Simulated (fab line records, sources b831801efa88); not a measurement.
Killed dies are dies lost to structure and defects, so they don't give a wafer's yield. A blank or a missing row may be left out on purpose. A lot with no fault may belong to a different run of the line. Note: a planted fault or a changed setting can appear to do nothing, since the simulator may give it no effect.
A lot that was struck, set against a sound lot ; flow sky130 ; 23 steps out of a route of 708
Sound: the wafers L695.1, L695.3, L695.4. Wafers L705.2, L705.4, L705.5 were the ones struck. At the end, the cause is stated.
At each step with rows: each side's tool, then ch and its chambers, then its first start. Under that, the readings that differ: sound wafers ; struck wafers ; difference of the means ; sigmas: that difference in standard deviations of wafers without a fault.
alike: readings whose means differ by less than 2 such deviations, and words and numbers that are the same on both sides. not compared: withheld readings, readings that some wafer has no value for, bounds like >300 that may hide the same value, and numbers for which the record gives no deviation and whose values overlap.
The two part at a step that has a row with sigmas, a row that says differs or no value, or rows on one side only. Non-overlapping numbers with no deviation appear without sigmas and do not part them. Lack of a reading on every wafer of one side parts them only where that side has two or more wafers.

first, 2 steps without rows for these wafers: SKY_POLY_GATE_CLEAN_19 (cleans in SC1/SC2, time 150 s); SKY_POLY_GATE_OXIDATION_20 (stabilise 600 s, purge 300 s, target thk 4 nm).
SKY_POLY_GATE_THK_MEAS_21:
  sound on film metro-01 at day 16 14:44; struck on film metro-01 at day 20 17:18
  alike: POLY_GATE_OXIDATION_THK
SKY_POLY_GATE_CD_MEAS_22:
  sound on cd sem-02 at day 16 14:47; struck on cd sem-01 at day 20 17:23
  alike: cd nm
then, 7 steps without rows for these wafers: SKY_LDD_N_DEHYDRATE_00 (time 60 s); SKY_LDD_N_HMDS_01 (prime time 60 s); SKY_LDD_N_COAT_02 (resist thk 300 nm); SKY_LDD_N_SOFTBAKE_03 (time 60 s); SKY_LDD_N_EXPOSE_04 (exposes mask NTM, target cd 840 nm); SKY_LDD_N_PEB_05; SKY_LDD_N_DEVELOP_06 (develop time 60 s).
SKY_LDD_N_OVL_MEAS_07:
  sound on overlay-01 at day 17 19:55; struck on overlay-01 at day 21 23:59
reading;sound;struck;difference;sigmas
LDD_N_OVL (nm);-2.8 -3.4 -2.7;1.3 -0.4 -0.7;+3.0;+3
SKY_LDD_N_IMPLANT_08:
  sound on implanter-04 ch 0, day 17 19:57; struck on implanter-03 ch 0, day 22 00:03
reading;sound;struck;difference;sigmas
implant ion amu;75 75 75;31 31 31;-44;
model.implant.rp nm (nm);15.84 15.84 15.84;26.92 26.92 26.92;+11.08;
model.implant.drp nm (nm);7.212 7.212 7.212;12.97 12.97 12.97;+5.76;
then, 7 steps without rows for these wafers: SKY_LDD_N_IMPLANT_09; SKY_LDD_N_IMPLANT_10; SKY_LDD_N_IMPLANT_11; SKY_LDD_N_IMPLANT_12; SKY_LDD_N_IMPLANT_13; SKY_LDD_N_IMPLANT_14; SKY_LDD_N_IMPLANT_15.
SKY_LDD_N_STRIP_16: strips in O2/N2.
  sound on plasma asher-01 ch 0,1, day 17 21:09; struck on plasma asher-03 ch 0,1, day 22 01:13
reading;sound;struck;difference;sigmas
strip time to endpoint s (s);4.299 4.311 4.316;4.211 4.218 4.201;-0.099;-7
  alike: chamber pressure mTorr, drypump motor current A, oes product au
  not compared: rf hours counter h
SKY_LDD_N_TW_MEAS_17:
  sound on film metro-04 at day 17 21:15; struck on film metro-03 at day 22 01:20
  alike: LDD_N_TW
-- a jump in the record: the struck wafers' starts before and after are 27 days apart (it breaks off in module LDD_N and resumes in module PAD_OPEN, where the first step shown is number 708 of the route) --
SKY_PAD_OPEN_PROBE_99:
  sound on prober-02 at day 46 02:33; struck on prober-02 at day 48 19:44
reading;sound;struck;difference;sigmas
model.etest.tip n.rs ohm sq;440.9 446.3 442.1;385.8 386.7 384.8;-57.3;
model.etest.nfet_01v8_turned.drive ua um;528.4 528 522.7;546.6 554.4 541.3;+21.1;
model.etest.nfet_01v8_lvt.drive ua um;600.1 599 599.4;621.1 624.3 610.3;+19.1;
model.etest.nfet_01v8_swapped.drive ua um;529.6 529.2 526.8;538.9 542.3 529.8;+8.5;
model.etest.nfet_01v8.drive ua um;528.6 527.2 524.1;535.4 537.4 530.9;+7.9;
  alike: killed_at_M0_to_M3, killed_at_M4_up, killed at contacts, killed at front end, killed at other, killed dies, killed open, killed short
  not compared: model.etest.sram nfet pass.drive ua um, model.etest.nfet_01v8.r on ohm um, model.etest.res ndiff.line ohm um

## WHERE THEY PART
Earliest at SKY_LDD_N_OVL_MEAS_07; latest, in this record, at SKY_LDD_N_STRIP_16. Later steps at which nothing parts them and some readings are alike: SKY_LDD_N_TW_MEAS_17, SKY_PAD_OPEN_PROBE_99.

WHY: what had been put in by the simulator
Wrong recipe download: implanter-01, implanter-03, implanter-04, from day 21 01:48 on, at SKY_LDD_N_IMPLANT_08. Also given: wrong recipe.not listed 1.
